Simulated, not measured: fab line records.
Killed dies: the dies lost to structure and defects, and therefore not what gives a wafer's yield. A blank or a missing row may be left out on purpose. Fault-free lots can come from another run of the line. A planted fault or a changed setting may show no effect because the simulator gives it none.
fab line records || flow gf180mcu || part 2 of 2: steps 24 to 32 of 32
record: {"lots": 5, "wafers": 15, "last_day": 33}
route steps=602 shown POLY_GATE@163 HV_LDD@176
lots untouched by any fault: they come from a run of this same line in which no faults occurred
start_h: hours from the record's opening day to when the first of the lot's shown wafers began || wait_h: time in hours since the lot's previous step || " same as the row above || L1.1+2: one row covering several wafers at once || - either no value or no given start || * or withheld: withheld || < > ~ a bound
route shown NAME@n: a module of which the file shows steps, and the number in the route of the first || usual: mean/standard deviation of fault-free wafers || same: alike in all rows || chamber/n: place in a boat || sites: each site's reading || _std_site: the standard deviation of these || _edge_site: the outer-site mean with the inner-site mean subtracted || radius_mm: how far each site lies from the wafer's centre || mask NAME#n: copy n || behind: tool/chamber where the wafer was last shaped || hold: cause of the lot's hold/its duration in hours/its outcome || device: the transistor (n, p or np) that didn't switch || end of line: the same wafers' tests at the end of the route || a step without rows: its recipe alone || killed: count of dies lost to structure and defects at first sort (not the wafer's yield) || map: shows each die of a wafer: x if killed, . if not, _ if none is there
set.NAME: the setting that was run; set.NAME@STEP: the one run at that earlier step || model.NAME: the simulator's own value behind a step, which no gauge read
a table for each step, a row for each wafer; lots at some steps of the route
services: the hour from which a tool's chamber was out of use, counted from the record's first day as start_h (under 0 if before that day), plus the number of hours and why
== steps ==
step: GF_HV_LDD_STRIP_10
recipe: {"chemistry": "O2/N2", "power_w": 1400, "pressure_mtorr": 1500, "platen_temp_c": 250, "o2_flow_sccm": 3000, "n2_flow_sccm": 300, "overash_fraction": 0.5}
usual: {"drypump_motor_current_A": "5.6/0.5", "heater_power_w": "348/54", "o2_flow_sccm": "2999/8.4", "oes_product_au": "0.716/0.0048", "strip_time_to_endpoint_s": "12.63/0.039"}
{"lot.wafer": "L076.1", "tool": "plasma_asher-03", "chamber": 1, "start_h": 245.39, "wait_h": 0.1, "drypump_motor_current_A": 5.5, "heater_power_w": 348, "o2_flow_sccm": 2999, "oes_product_au": 0.712, "rf_hours_counter_h": 62, "strip_time_to_endpoint_s": 12.57}
{"lot.wafer": "L076.2", "tool": "plasma_asher-03", "chamber": 0, "start_h": 245.39, "wait_h": 0.1, "drypump_motor_current_A": 6.6, "heater_power_w": 283, "o2_flow_sccm": 2998, "oes_product_au": 0.714, "rf_hours_counter_h": 62, "strip_time_to_endpoint_s": 12.61}
{"lot.wafer": "L076.5", "tool": "plasma_asher-03", "chamber": 1, "start_h": 245.39, "wait_h": 0.1, "drypump_motor_current_A": 5.5, "heater_power_w": 351, "o2_flow_sccm": 2991, "oes_product_au": 0.715, "rf_hours_counter_h": "-", "strip_time_to_endpoint_s": 12.65}
{"lot.wafer": "L081.3", "tool": "plasma_asher-04", "chamber": 1, "start_h": 276.31, "wait_h": 0.1, "drypump_motor_current_A": 5.1, "heater_power_w": 307, "o2_flow_sccm": 2994, "oes_product_au": 0.715, "rf_hours_counter_h": "-", "strip_time_to_endpoint_s": 12.63}
{"lot.wafer": "L081.5", "tool": "plasma_asher-04", "chamber": 1, "start_h": 276.31, "wait_h": 0.1, "drypump_motor_current_A": 5.2, "heater_power_w": 316, "o2_flow_sccm": 3010, "oes_product_au": 0.708, "rf_hours_counter_h": "-", "strip_time_to_endpoint_s": 12.62}
{"lot.wafer": "L081.6", "tool": "plasma_asher-04", "chamber": 0, "start_h": 276.31, "wait_h": 0.1, "drypump_motor_current_A": 5.4, "heater_power_w": 441, "o2_flow_sccm": 3005, "oes_product_au": 0.706, "rf_hours_counter_h": "-", "strip_time_to_endpoint_s": 12.64}
{"lot.wafer": "L083.2", "tool": "plasma_asher-02", "chamber": 0, "start_h": 292.34, "wait_h": 0.1, "drypump_motor_current_A": 6.0, "heater_power_w": 318, "o2_flow_sccm": 3005, "oes_product_au": 0.711, "rf_hours_counter_h": 19, "strip_time_to_endpoint_s": 12.64}
{"lot.wafer": "L083.3", "tool": "plasma_asher-02", "chamber": 1, "start_h": 292.34, "wait_h": 0.1, "drypump_motor_current_A": 6.2, "heater_power_w": 329, "o2_flow_sccm": 3002, "oes_product_au": 0.708, "rf_hours_counter_h": "-", "strip_time_to_endpoint_s": 12.60}
{"lot.wafer": "L083.4", "tool": "plasma_asher-02", "chamber": 0, "start_h": 292.34, "wait_h": 0.1, "drypump_motor_current_A": 6.0, "heater_power_w": 320, "o2_flow_sccm": 2988, "oes_product_au": 0.716, "rf_hours_counter_h": "-", "strip_time_to_endpoint_s": 12.63}
{"lot.wafer": "L086.2", "tool": "plasma_asher-02", "chamber": 1, "start_h": 305.50, "wait_h": 0.1, "drypump_motor_current_A": 6.2, "heater_power_w": 319, "o2_flow_sccm": 2995, "oes_product_au": 0.724, "rf_hours_counter_h": 21, "strip_time_to_endpoint_s": 12.62}
{"lot.wafer": "L086.3", "tool": "plasma_asher-02", "chamber": 1, "start_h": 305.50, "wait_h": 0.1, "drypump_motor_current_A": 6.2, "heater_power_w": 322, "o2_flow_sccm": 2996, "oes_product_au": 0.712, "rf_hours_counter_h": "-", "strip_time_to_endpoint_s": 12.62}
{"lot.wafer": "L086.6", "tool": "plasma_asher-02", "chamber": 1, "start_h": 305.50, "wait_h": 0.1, "drypump_motor_current_A": 6.2, "heater_power_w": 336, "o2_flow_sccm": 2999, "oes_product_au": 0.711, "rf_hours_counter_h": "-", "strip_time_to_endpoint_s": 12.63}
{"lot.wafer": "L093.1", "tool": "plasma_asher-04", "chamber": 1, "start_h": 356.27, "wait_h": 0.1, "drypump_motor_current_A": 5.1, "heater_power_w": 314, "o2_flow_sccm": 3016, "oes_product_au": 0.710, "rf_hours_counter_h": 68, "strip_time_to_endpoint_s": 12.61}
{"lot.wafer": "L093.2", "tool": "plasma_asher-04", "chamber": 0, "start_h": 356.27, "wait_h": 0.1, "drypump_motor_current_A": 5.4, "heater_power_w": 429, "o2_flow_sccm": 2993, "oes_product_au": 0.715, "rf_hours_counter_h": 68, "strip_time_to_endpoint_s": 12.65}
{"lot.wafer": "L093.3", "tool": "plasma_asher-04", "chamber": 1, "start_h": 356.27, "wait_h": 0.1, "drypump_motor_current_A": 5.1, "heater_power_w": 306, "o2_flow_sccm": 3000, "oes_product_au": 0.713, "rf_hours_counter_h": "-", "strip_time_to_endpoint_s": 12.66}
step: GF_HV_LDD_TW_MEAS_11
usual: {"HV_LDD_TW": "2397/23"}
{"lot.wafer": "L076.1", "tool": "film_metro-02", "chamber": "-", "start_h": 245.49, "wait_h": 0.1, "HV_LDD_TW": 2385}
{"lot.wafer": "L076.2", "tool": "film_metro-02", "chamber": "-", "start_h": 245.49, "wait_h": 0.1, "HV_LDD_TW": 2401}
{"lot.wafer": "L076.5", "tool": "film_metro-02", "chamber": "-", "start_h": 245.49, "wait_h": 0.1, "HV_LDD_TW": 2405}
{"lot.wafer": "L081.3", "tool": "film_metro-01", "chamber": "-", "start_h": 276.39, "wait_h": 0.1, "HV_LDD_TW": 2408}
{"lot.wafer": "L081.5", "tool": "film_metro-01", "chamber": "-", "start_h": 276.39, "wait_h": 0.1, "HV_LDD_TW": 2419}
{"lot.wafer": "L081.6", "tool": "film_metro-01", "chamber": "-", "start_h": 276.39, "wait_h": 0.1, "HV_LDD_TW": 2413}
{"lot.wafer": "L083.2", "tool": "film_metro-01", "chamber": "-", "start_h": 292.45, "wait_h": 0.1, "HV_LDD_TW": 2415}
{"lot.wafer": "L083.3", "tool": "film_metro-01", "chamber": "-", "start_h": 292.45, "wait_h": 0.1, "HV_LDD_TW": 2404}
{"lot.wafer": "L083.4", "tool": "film_metro-01", "chamber": "-", "start_h": 292.45, "wait_h": 0.1, "HV_LDD_TW": 2422}
{"lot.wafer": "L086.2", "tool": "film_metro-01", "chamber": "-", "start_h": 305.61, "wait_h": 0.1, "HV_LDD_TW": 2415}
{"lot.wafer": "L086.3", "tool": "film_metro-01", "chamber": "-", "start_h": 305.61, "wait_h": 0.1, "HV_LDD_TW": 2415}
{"lot.wafer": "L086.6", "tool": "film_metro-01", "chamber": "-", "start_h": 305.61, "wait_h": 0.1, "HV_LDD_TW": 2417}
{"lot.wafer": "L093.1", "tool": "film_metro-03", "chamber": "-", "start_h": 356.37, "wait_h": 0.1, "HV_LDD_TW": 2371}
{"lot.wafer": "L093.2", "tool": "film_metro-03", "chamber": "-", "start_h": 356.37, "wait_h": 0.1, "HV_LDD_TW": 2393}
{"lot.wafer": "L093.3", "tool": "film_metro-03", "chamber": "-", "start_h": 356.37, "wait_h": 0.1, "HV_LDD_TW": 2370}
step: GF_HV_LDD_DEHYDRATE_12
recipe: {"temp_c": 200, "time_s": 60}
usual: {"chill_plate_temp_C": "23.02/0.1"}
{"lot.wafer": "L076.1", "tool": "litho_track-04", "chamber": 0, "start_h": 254.34, "wait_h": 8.8, "chill_plate_temp_C": 23.11}
{"lot.wafer": "L076.2", "tool": "litho_track-04", "chamber": 0, "start_h": 254.34, "wait_h": 8.8, "chill_plate_temp_C": 22.98}
{"lot.wafer": "L076.5", "tool": "litho_track-04", "chamber": 0, "start_h": 254.34, "wait_h": 8.8, "chill_plate_temp_C": 22.98}
{"lot.wafer": "L081.3", "tool": "litho_track-04", "chamber": 0, "start_h": 285.59, "wait_h": 9.2, "chill_plate_temp_C": 23.01}
{"lot.wafer": "L081.5", "tool": "litho_track-04", "chamber": 0, "start_h": 285.59, "wait_h": 9.2, "chill_plate_temp_C": 22.92}
{"lot.wafer": "L081.6", "tool": "litho_track-04", "chamber": 0, "start_h": 285.59, "wait_h": 9.2, "chill_plate_temp_C": 23.08}
{"lot.wafer": "L083.2", "tool": "litho_track-04", "chamber": 0, "start_h": 301.76, "wait_h": 9.3, "chill_plate_temp_C": 23.10}
{"lot.wafer": "L083.3", "tool": "litho_track-04", "chamber": 0, "start_h": 301.76, "wait_h": 9.3, "chill_plate_temp_C": 22.93}
{"lot.wafer": "L083.4", "tool": "litho_track-04", "chamber": 0, "start_h": 301.76, "wait_h": 9.3, "chill_plate_temp_C": 22.88}
{"lot.wafer": "L086.2", "tool": "litho_track-04", "chamber": 0, "start_h": 314.56, "wait_h": 8.9, "chill_plate_temp_C": 23.10}
{"lot.wafer": "L086.3", "tool": "litho_track-04", "chamber": 0, "start_h": 314.56, "wait_h": 8.9, "chill_plate_temp_C": 23.13}
{"lot.wafer": "L086.6", "tool": "litho_track-04", "chamber": 0, "start_h": 314.56, "wait_h": 8.9, "chill_plate_temp_C": 22.89}
{"lot.wafer": "L093.1", "tool": "litho_track-02", "chamber": 0, "start_h": 366.16, "wait_h": 9.8, "chill_plate_temp_C": 23.10}
{"lot.wafer": "L093.2", "tool": "litho_track-02", "chamber": 0, "start_h": 366.16, "wait_h": 9.8, "chill_plate_temp_C": 23.17}
{"lot.wafer": "L093.3", "tool": "litho_track-02", "chamber": 0, "start_h": 366.16, "wait_h": 9.8, "chill_plate_temp_C": 23.12}
step: GF_HV_LDD_HMDS_13
recipe: {"prime_time_s": 60, "prime_temp_c": 120}
usual: {"chill_plate_temp_C": "23.00/0.12"}
{"lot.wafer": "L076.1", "tool": "litho_track-04", "chamber": 0, "start_h": 254.49, "wait_h": 0.1, "chill_plate_temp_C": 23.13}
{"lot.wafer": "L076.2", "tool": "litho_track-04", "chamber": 0, "start_h": 254.49, "wait_h": 0.1, "chill_plate_temp_C": 23.13}
{"lot.wafer": "L076.5", "tool": "litho_track-04", "chamber": 0, "start_h": 254.49, "wait_h": 0.1, "chill_plate_temp_C": 23.09}
{"lot.wafer": "L081.3", "tool": "litho_track-04", "chamber": 0, "start_h": 285.74, "wait_h": 0.1, "chill_plate_temp_C": 23.16}
{"lot.wafer": "L081.5", "tool": "litho_track-04", "chamber": 0, "start_h": 285.74, "wait_h": 0.1, "chill_plate_temp_C": 23.06}
{"lot.wafer": "L081.6", "tool": "litho_track-04", "chamber": 0, "start_h": 285.74, "wait_h": 0.1, "chill_plate_temp_C": 23.03}
{"lot.wafer": "L083.2", "tool": "litho_track-04", "chamber": 0, "start_h": 301.91, "wait_h": 0.1, "chill_plate_temp_C": 22.98}
{"lot.wafer": "L083.3", "tool": "litho_track-04", "chamber": 0, "start_h": 301.91, "wait_h": 0.1, "chill_plate_temp_C": 23.17}
{"lot.wafer": "L083.4", "tool": "litho_track-04", "chamber": 0, "start_h": 301.91, "wait_h": 0.1, "chill_plate_temp_C": 23.01}
{"lot.wafer": "L086.2", "tool": "litho_track-04", "chamber": 0, "start_h": 314.71, "wait_h": 0.1, "chill_plate_temp_C": 23.09}
{"lot.wafer": "L086.3", "tool": "litho_track-04", "chamber": 0, "start_h": 314.71, "wait_h": 0.1, "chill_plate_temp_C": 23.14}
{"lot.wafer": "L086.6", "tool": "litho_track-04", "chamber": 0, "start_h": 314.71, "wait_h": 0.1, "chill_plate_temp_C": 23.16}
{"lot.wafer": "L093.1", "tool": "litho_track-02", "chamber": 0, "start_h": 366.31, "wait_h": 0.1, "chill_plate_temp_C": 22.92}
{"lot.wafer": "L093.2", "tool": "litho_track-02", "chamber": 0, "start_h": 366.31, "wait_h": 0.1, "chill_plate_temp_C": 22.96}
{"lot.wafer": "L093.3", "tool": "litho_track-02", "chamber": 0, "start_h": 366.31, "wait_h": 0.1, "chill_plate_temp_C": 22.97}
step: GF_HV_LDD_COAT_14
recipe: {"resist": "NOVOLAK", "spin_rpm": 3000, "resist_thk_nm": 1000}
usual: {"chill_plate_temp_C": "23.01/0.12"}
{"lot.wafer": "L076.1", "tool": "litho_track-04", "chamber": 0, "start_h": 254.64, "wait_h": 0.1, "chill_plate_temp_C": 23.08}
{"lot.wafer": "L076.2", "tool": "litho_track-04", "chamber": 0, "start_h": 254.64, "wait_h": 0.1, "chill_plate_temp_C": 22.97}
{"lot.wafer": "L076.5", "tool": "litho_track-04", "chamber": 0, "start_h": 254.64, "wait_h": 0.1, "chill_plate_temp_C": 22.99}
{"lot.wafer": "L081.3", "tool": "litho_track-04", "chamber": 0, "start_h": 285.89, "wait_h": 0.1, "chill_plate_temp_C": 23.11}
{"lot.wafer": "L081.5", "tool": "litho_track-04", "chamber": 0, "start_h": 285.89, "wait_h": 0.1, "chill_plate_temp_C": 23.03}
{"lot.wafer": "L081.6", "tool": "litho_track-04", "chamber": 0, "start_h": 285.89, "wait_h": 0.1, "chill_plate_temp_C": 23.04}
{"lot.wafer": "L083.2", "tool": "litho_track-04", "chamber": 0, "start_h": 302.06, "wait_h": 0.1, "chill_plate_temp_C": 22.98}
{"lot.wafer": "L083.3", "tool": "litho_track-04", "chamber": 0, "start_h": 302.06, "wait_h": 0.1, "chill_plate_temp_C": 22.83}
{"lot.wafer": "L083.4", "tool": "litho_track-04", "chamber": 0, "start_h": 302.06, "wait_h": 0.1, "chill_plate_temp_C": 23.01}
{"lot.wafer": "L086.2", "tool": "litho_track-04", "chamber": 0, "start_h": 314.86, "wait_h": 0.1, "chill_plate_temp_C": 23.01}
{"lot.wafer": "L086.3", "tool": "litho_track-04", "chamber": 0, "start_h": 314.86, "wait_h": 0.1, "chill_plate_temp_C": 22.86}
{"lot.wafer": "L086.6", "tool": "litho_track-04", "chamber": 0, "start_h": 314.86, "wait_h": 0.1, "chill_plate_temp_C": 23.03}
{"lot.wafer": "L093.1", "tool": "litho_track-02", "chamber": 0, "start_h": 366.46, "wait_h": 0.1, "chill_plate_temp_C": 23.12}
{"lot.wafer": "L093.2", "tool": "litho_track-02", "chamber": 0, "start_h": 366.46, "wait_h": 0.1, "chill_plate_temp_C": 23.13}
{"lot.wafer": "L093.3", "tool": "litho_track-02", "chamber": 0, "start_h": 366.46, "wait_h": 0.1, "chill_plate_temp_C": 22.99}
step: GF_HV_LDD_SOFTBAKE_15
recipe: {"temp_c": 90, "time_s": 60, "resist": "NOVOLAK"}
usual: {"chill_plate_temp_C": "23.01/0.11"}
{"lot.wafer": "L076.1", "tool": "litho_track-04", "chamber": 0, "start_h": 254.79, "wait_h": 0.1, "chill_plate_temp_C": 22.94}
{"lot.wafer": "L076.2", "tool": "litho_track-04", "chamber": 0, "start_h": 254.79, "wait_h": 0.1, "chill_plate_temp_C": 22.93}
{"lot.wafer": "L076.5", "tool": "litho_track-04", "chamber": 0, "start_h": 254.79, "wait_h": 0.1, "chill_plate_temp_C": 22.90}
{"lot.wafer": "L081.3", "tool": "litho_track-04", "chamber": 0, "start_h": 286.04, "wait_h": 0.1, "chill_plate_temp_C": 22.89}
{"lot.wafer": "L081.5", "tool": "litho_track-04", "chamber": 0, "start_h": 286.04, "wait_h": 0.1, "chill_plate_temp_C": 22.77}
{"lot.wafer": "L081.6", "tool": "litho_track-04", "chamber": 0, "start_h": 286.04, "wait_h": 0.1, "chill_plate_temp_C": 22.83}
{"lot.wafer": "L083.2", "tool": "litho_track-04", "chamber": 0, "start_h": 302.21, "wait_h": 0.1, "chill_plate_temp_C": 22.87}
{"lot.wafer": "L083.3", "tool": "litho_track-04", "chamber": 0, "start_h": 302.21, "wait_h": 0.1, "chill_plate_temp_C": 23.01}
{"lot.wafer": "L083.4", "tool": "litho_track-04", "chamber": 0, "start_h": 302.21, "wait_h": 0.1, "chill_plate_temp_C": 22.95}
{"lot.wafer": "L086.2", "tool": "litho_track-04", "chamber": 0, "start_h": 315.01, "wait_h": 0.1, "chill_plate_temp_C": 23.02}
{"lot.wafer": "L086.3", "tool": "litho_track-04", "chamber": 0, "start_h": 315.01, "wait_h": 0.1, "chill_plate_temp_C": 23.09}
{"lot.wafer": "L086.6", "tool": "litho_track-04", "chamber": 0, "start_h": 315.01, "wait_h": 0.1, "chill_plate_temp_C": 23.04}
{"lot.wafer": "L093.1", "tool": "litho_track-02", "chamber": 0, "start_h": 366.61, "wait_h": 0.1, "chill_plate_temp_C": 22.88}
{"lot.wafer": "L093.2", "tool": "litho_track-02", "chamber": 0, "start_h": 366.61, "wait_h": 0.1, "chill_plate_temp_C": 22.99}
{"lot.wafer": "L093.3", "tool": "litho_track-02", "chamber": 0, "start_h": 366.61, "wait_h": 0.1, "chill_plate_temp_C": 22.95}
step: GF_HV_LDD_EXPOSE_16
recipe: {"mask_id": "Pplus_LV_AREA", "target_cd_nm": 400, "na": 0.6, "source_shape": "conventional", "sigma_outer": 0.6, "dose_mj": 140}
usual: {"stage_vel_mm_s": "499.97/0.24"}
{"lot.wafer": "L076.1", "tool": "iline_stepper-02", "chamber": 0, "start_h": "-", "wait_h": "-", "mask": "Pplus_LV_AREA#0", "stage_vel_mm_s": 500.05}
{"lot.wafer": "L076.2", "tool": "iline_stepper-02", "chamber": 0, "start_h": "-", "wait_h": "-", "mask": "Pplus_LV_AREA#0", "stage_vel_mm_s": 500.01}
{"lot.wafer": "L076.5", "tool": "iline_stepper-02", "chamber": 0, "start_h": "-", "wait_h": "-", "mask": "Pplus_LV_AREA#0", "stage_vel_mm_s": 500.01}
{"lot.wafer": "L081.3", "tool": "iline_stepper-02", "chamber": 0, "start_h": "-", "wait_h": "-", "mask": "Pplus_LV_AREA#0", "stage_vel_mm_s": 500.13}
{"lot.wafer": "L081.5", "tool": "iline_stepper-02", "chamber": 0, "start_h": "-", "wait_h": "-", "mask": "Pplus_LV_AREA#0", "stage_vel_mm_s": 499.84}
{"lot.wafer": "L081.6", "tool": "iline_stepper-02", "chamber": 0, "start_h": "-", "wait_h": "-", "mask": "Pplus_LV_AREA#0", "stage_vel_mm_s": 500.02}
{"lot.wafer": "L083.2", "tool": "iline_stepper-02", "chamber": 0, "start_h": "-", "wait_h": "-", "mask": "Pplus_LV_AREA#0", "stage_vel_mm_s": 499.85}
{"lot.wafer": "L083.3", "tool": "iline_stepper-02", "chamber": 0, "start_h": "-", "wait_h": "-", "mask": "Pplus_LV_AREA#0", "stage_vel_mm_s": 499.65}
{"lot.wafer": "L083.4", "tool": "iline_stepper-02", "chamber": 0, "start_h": "-", "wait_h": "-", "mask": "Pplus_LV_AREA#0", "stage_vel_mm_s": 500.23}
{"lot.wafer": "L086.2", "tool": "iline_stepper-01", "chamber": 0, "start_h": "-", "wait_h": "-", "mask": "Pplus_LV_AREA#0", "stage_vel_mm_s": 500.44}
{"lot.wafer": "L086.3", "tool": "iline_stepper-01", "chamber": 0, "start_h": "-", "wait_h": "-", "mask": "Pplus_LV_AREA#0", "stage_vel_mm_s": 499.89}
{"lot.wafer": "L086.6", "tool": "iline_stepper-01", "chamber": 0, "start_h": "-", "wait_h": "-", "mask": "Pplus_LV_AREA#0", "stage_vel_mm_s": 500.17}
{"lot.wafer": "L093.1", "tool": "iline_stepper-01", "chamber": 0, "start_h": "-", "wait_h": "-", "mask": "Pplus_LV_AREA#0", "stage_vel_mm_s": 500.06}
{"lot.wafer": "L093.2", "tool": "iline_stepper-01", "chamber": 0, "start_h": "-", "wait_h": "-", "mask": "Pplus_LV_AREA#0", "stage_vel_mm_s": 499.98}
{"lot.wafer": "L093.3", "tool": "iline_stepper-01", "chamber": 0, "start_h": "-", "wait_h": "-", "mask": "Pplus_LV_AREA#0", "stage_vel_mm_s": 500.24}
step: GF_HV_LDD_PEB_17
recipe: {"temp_c": "withheld", "time_s": "*", "resist": "NOVOLAK"}
usual: {"chill_plate_temp_C": "*"}
{"lot.wafer": "L076.1", "tool": "litho_track-02", "chamber": 0, "start_h": "-", "wait_h": "-", "chill_plate_temp_C": "*"}
{"lot.wafer": "L076.2", "tool": "litho_track-02", "chamber": 0, "start_h": "-", "wait_h": "-", "chill_plate_temp_C": "*"}
{"lot.wafer": "L076.5", "tool": "litho_track-02", "chamber": 0, "start_h": "-", "wait_h": "-", "chill_plate_temp_C": "*"}
{"lot.wafer": "L081.3", "tool": "litho_track-03", "chamber": 0, "start_h": "-", "wait_h": "-", "chill_plate_temp_C": "*"}
{"lot.wafer": "L081.5", "tool": "litho_track-03", "chamber": 0, "start_h": "-", "wait_h": "-", "chill_plate_temp_C": "*"}
{"lot.wafer": "L081.6", "tool": "litho_track-03", "chamber": 0, "start_h": "-", "wait_h": "-", "chill_plate_temp_C": "*"}
{"lot.wafer": "L083.2", "tool": "litho_track-03", "chamber": 0, "start_h": "-", "wait_h": "-", "chill_plate_temp_C": "*"}
{"lot.wafer": "L083.3", "tool": "litho_track-03", "chamber": 0, "start_h": "-", "wait_h": "-", "chill_plate_temp_C": "*"}
{"lot.wafer": "L083.4", "tool": "litho_track-03", "chamber": 0, "start_h": "-", "wait_h": "-", "chill_plate_temp_C": "*"}
{"lot.wafer": "L086.2", "tool": "litho_track-03", "chamber": 0, "start_h": "-", "wait_h": "-", "chill_plate_temp_C": "*"}
{"lot.wafer": "L086.3", "tool": "litho_track-03", "chamber": 0, "start_h": "-", "wait_h": "-", "chill_plate_temp_C": "*"}
{"lot.wafer": "L086.6", "tool": "litho_track-03", "chamber": 0, "start_h": "-", "wait_h": "-", "chill_plate_temp_C": "*"}
{"lot.wafer": "L093.1", "tool": "litho_track-04", "chamber": 0, "start_h": "-", "wait_h": "-", "chill_plate_temp_C": "*"}
{"lot.wafer": "L093.2", "tool": "litho_track-04", "chamber": 0, "start_h": "-", "wait_h": "-", "chill_plate_temp_C": "*"}
{"lot.wafer": "L093.3", "tool": "litho_track-04", "chamber": 0, "start_h": "-", "wait_h": "-", "chill_plate_temp_C": "*"}
step: GF_HV_LDD_DEVELOP_18
recipe: {"develop_time_s": 60, "dev_temp_c": 23}
usual: {"chill_plate_temp_C": "23.00/0.1"}
{"lot.wafer": "L076.1", "tool": "litho_track-02", "chamber": 0, "start_h": 263.97, "wait_h": 0.1, "chill_plate_temp_C": 23.00}
{"lot.wafer": "L076.2", "tool": "litho_track-02", "chamber": 0, "start_h": 263.97, "wait_h": 0.1, "chill_plate_temp_C": 23.00}
{"lot.wafer": "L076.5", "tool": "litho_track-02", "chamber": 0, "start_h": 263.97, "wait_h": 0.1, "chill_plate_temp_C": 23.04}
{"lot.wafer": "L081.3", "tool": "litho_track-03", "chamber": 0, "start_h": 295.89, "wait_h": 0.1, "chill_plate_temp_C": 22.84}
{"lot.wafer": "L081.5", "tool": "litho_track-03", "chamber": 0, "start_h": 295.89, "wait_h": 0.1, "chill_plate_temp_C": 22.70}
{"lot.wafer": "L081.6", "tool": "litho_track-03", "chamber": 0, "start_h": 295.89, "wait_h": 0.1, "chill_plate_temp_C": 22.93}
{"lot.wafer": "L083.2", "tool": "litho_track-03", "chamber": 0, "start_h": 311.91, "wait_h": 0.1, "chill_plate_temp_C": 23.20}
{"lot.wafer": "L083.3", "tool": "litho_track-03", "chamber": 0, "start_h": 311.91, "wait_h": 0.1, "chill_plate_temp_C": 23.16}
{"lot.wafer": "L083.4", "tool": "litho_track-03", "chamber": 0, "start_h": 311.91, "wait_h": 0.1, "chill_plate_temp_C": 23.12}
{"lot.wafer": "L086.2", "tool": "litho_track-03", "chamber": 0, "start_h": 325.26, "wait_h": 0.1, "chill_plate_temp_C": 23.05}
{"lot.wafer": "L086.3", "tool": "litho_track-03", "chamber": 0, "start_h": 325.26, "wait_h": 0.1, "chill_plate_temp_C": 22.90}
{"lot.wafer": "L086.6", "tool": "litho_track-03", "chamber": 0, "start_h": 325.26, "wait_h": 0.1, "chill_plate_temp_C": 22.86}
{"lot.wafer": "L093.1", "tool": "litho_track-04", "chamber": 0, "start_h": 377.49, "wait_h": 0.1, "chill_plate_temp_C": 22.99}
{"lot.wafer": "L093.2", "tool": "litho_track-04", "chamber": 0, "start_h": 377.49, "wait_h": 0.1, "chill_plate_temp_C": 23.02}
{"lot.wafer": "L093.3", "tool": "litho_track-04", "chamber": 0, "start_h": 377.49, "wait_h": 0.1, "chill_plate_temp_C": 23.00}
== services ==
{"tool": "furnace-02", "chamber": "-", "start_h": 192.63, "hours": 2.8, "kind": "pm"}
{"tool": "plasma_asher-03", "chamber": "-", "start_h": 195.62, "hours": 3.1, "kind": "repair"}
{"tool": "furnace-01", "chamber": "-", "start_h": 196.54, "hours": 3.4, "kind": "pm"}
{"tool": "iline_stepper-02", "chamber": "-", "start_h": 223.75, "hours": 1.7, "kind": "pm"}
{"tool": "furnace-01", "chamber": "-", "start_h": 226.51, "hours": 6.1, "kind": "pm"}
{"tool": "iline_stepper-01", "chamber": "-", "start_h": 244.12, "hours": 4.4, "kind": "pm"}
{"tool": "plasma_asher-04", "chamber": "-", "start_h": 252.93, "hours": 1.2, "kind": "repair"}
{"tool": "furnace-01", "chamber": "-", "start_h": 255.09, "hours": 0.9, "kind": "repair"}
{"tool": "krf_scanner-02", "chamber": "-", "start_h": 255.50, "hours": 4.4, "kind": "pm"}
{"tool": "implanter-03", "chamber": "-", "start_h": 256.71, "hours": 7.8, "kind": "repair"}
{"tool": "iline_stepper-02", "chamber": "-", "start_h": 261.50, "hours": 2.6, "kind": "repair"}
{"tool": "iline_stepper-01", "chamber": "-", "start_h": 265.50, "hours": 1.7, "kind": "pm"}
{"tool": "implanter-03", "chamber": "-", "start_h": 270.52, "hours": 5.5, "kind": "repair"}
{"tool": "krf_scanner-02", "chamber": "-", "start_h": 274.35, "hours": 0.8, "kind": "pm"}
{"tool": "furnace-01", "chamber": "-", "start_h": 277.12, "hours": 3.2, "kind": "pm"}
{"tool": "krf_scanner-02", "chamber": "-", "start_h": 278.76, "hours": 1.0, "kind": "pm"}
{"tool": "iline_stepper-01", "chamber": "-", "start_h": 280.02, "hours": 0.7, "kind": "repair"}
{"tool": "krf_scanner-02", "chamber": "-", "start_h": 287.11, "hours": 1.3, "kind": "pm"}
{"tool": "iline_stepper-02", "chamber": "-", "start_h": 288.87, "hours": 2.1, "kind": "pm"}
{"tool": "rie_si-02", "chamber": 0, "start_h": 294.75, "hours": 3.7, "kind": "repair"}
{"tool": "plasma_asher-03", "chamber": "-", "start_h": 298.74, "hours": 5.8, "kind": "repair"}
{"tool": "iline_stepper-01", "chamber": "-", "start_h": 345.76, "hours": 7.8, "kind": "repair"}
{"tool": "rie_si-02", "chamber": 2, "start_h": 362.72, "hours": 77.8, "kind": "repair"}
{"tool": "iline_stepper-01", "chamber": "-", "start_h": 376.80, "hours": 9.4, "kind": "repair"}
